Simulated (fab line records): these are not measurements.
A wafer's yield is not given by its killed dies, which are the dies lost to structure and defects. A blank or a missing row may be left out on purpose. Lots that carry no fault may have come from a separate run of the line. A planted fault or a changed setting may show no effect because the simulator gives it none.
Problem report, 8D (eight disciplines) form, completed by code    flow sfq-line    the parts of the form that need people (team, actions taken, sign-off) are left out

## 1. WHAT WENT WRONG
Mean of oes-product-au at SFQ_TRILAYER_M4_BARC_OPEN_METAL_ETCH_123: 0.747 a.u. across 3 wafers in 2 lots; on wafers with no fault it is 0.685 a.u. (standard deviation 0.0047). Measured from the usual mean, that is +13 standard deviations.
The step: etches BARC in O2, target depth 125 nm, time 41.7 s.
First seen on wafer L702.1, day 41 06:14, on rie-metal-01. The record holds 42 wafers of 14 lots with a number at this step. Rule for "out" (also "out of limits"): further than 4 standard deviations from the usual mean. All remaining wafers that have a number are taken as sound.

## 2. WHAT IT IS, AND WHAT IT ISN'T
question                     is                            is not
which readings at this step  oes-product-au, run-length-s  drypump-motor-current-A
which lots                   L702, L703                    L685, L686, L687, L688, L689, L690, L691, L692, L693, L694, L705, L706
which wafers of those lots   L702.1, L703.1, L703.2        L702.3, L702.4, L703.4
read on which tools          rie-metal-01                  rie-metal-02, rie-metal-04
when                         from day 41 06:14             up to then (32 sound wafers); but 7 sound wafers of L703, L705, L706 came after

## 3. SUSPECTS, AND WHAT RULES EACH OUT
Counting: if a tool at a process step up to the reading ran every lot that is out, it stays a suspect. Sound lots after the first of them don't rule it out here, since some wafers of a struck lot are sound.
- pvd-sputter-04 at SFQ_TRILAYER_L0_DEP_SPUTTER_003 (material MoNx KI, target thk 40 nm, time 100 s): kept. Ran every lot that is out, first one L702 (day 5 01:29); last sound lot up to then L690 (day 2 13:29).
- rie-metal-01 at SFQ_TRILAYER_M4_BARC_OPEN_METAL_ETCH_123 (etches BARC in O2, target depth 125 nm, time 41.7 s): kept. Ran every lot that is out, first one L702 (day 41 06:14); last sound lot up to then L688 (day 36 12:41). Out on those wafers are its own readings of oes-product-au, run-length-s.
The count leaves rie-metal-01 at SFQ_TRILAYER_M4_BARC_OPEN_METAL_ETCH_123 and pvd-sputter-04 at SFQ_TRILAYER_L0_DEP_SPUTTER_003.

## 4. THE CAUSE (what the simulator had put in)
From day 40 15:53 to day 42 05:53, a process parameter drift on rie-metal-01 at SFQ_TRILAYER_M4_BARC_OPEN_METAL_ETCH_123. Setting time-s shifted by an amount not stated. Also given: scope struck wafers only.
Counting left 2 suspects, and this tool is among them.

## 5. THE EFFECT CHAIN, in route order
Each row: a reading where the mean over the struck wafers with a number is more than 3 standard deviations away from the usual. Readings are gone through only where the record gives a usual standard deviation; hours: the median, over the lots, of the time from a lot's start at the first step in this table giving one to that lot's start at this step; sigmas: the change measured in usual standard deviations.
hours  step                                      reading         usual       on struck wafers  change  sigmas
0      SFQ_TRILAYER_M4_BARC_OPEN_METAL_ETCH_123  oes-product-au  0.685 a.u.  0.747             +0.062  +13
0      SFQ_TRILAYER_M4_BARC_OPEN_METAL_ETCH_123  run-length-s    70.0 s      64.9              -5.1    -6.5
The process steps in it:
- SFQ_TRILAYER_M4_BARC_OPEN_METAL_ETCH_123: etches BARC in O2, target depth 125 nm, time 41.7 s.

## 6. WHAT WOULD HAVE CAUGHT IT SOONER
In this record no reading fell out of limits until day 41 06:14, 14 hours after the fault had begun at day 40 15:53.
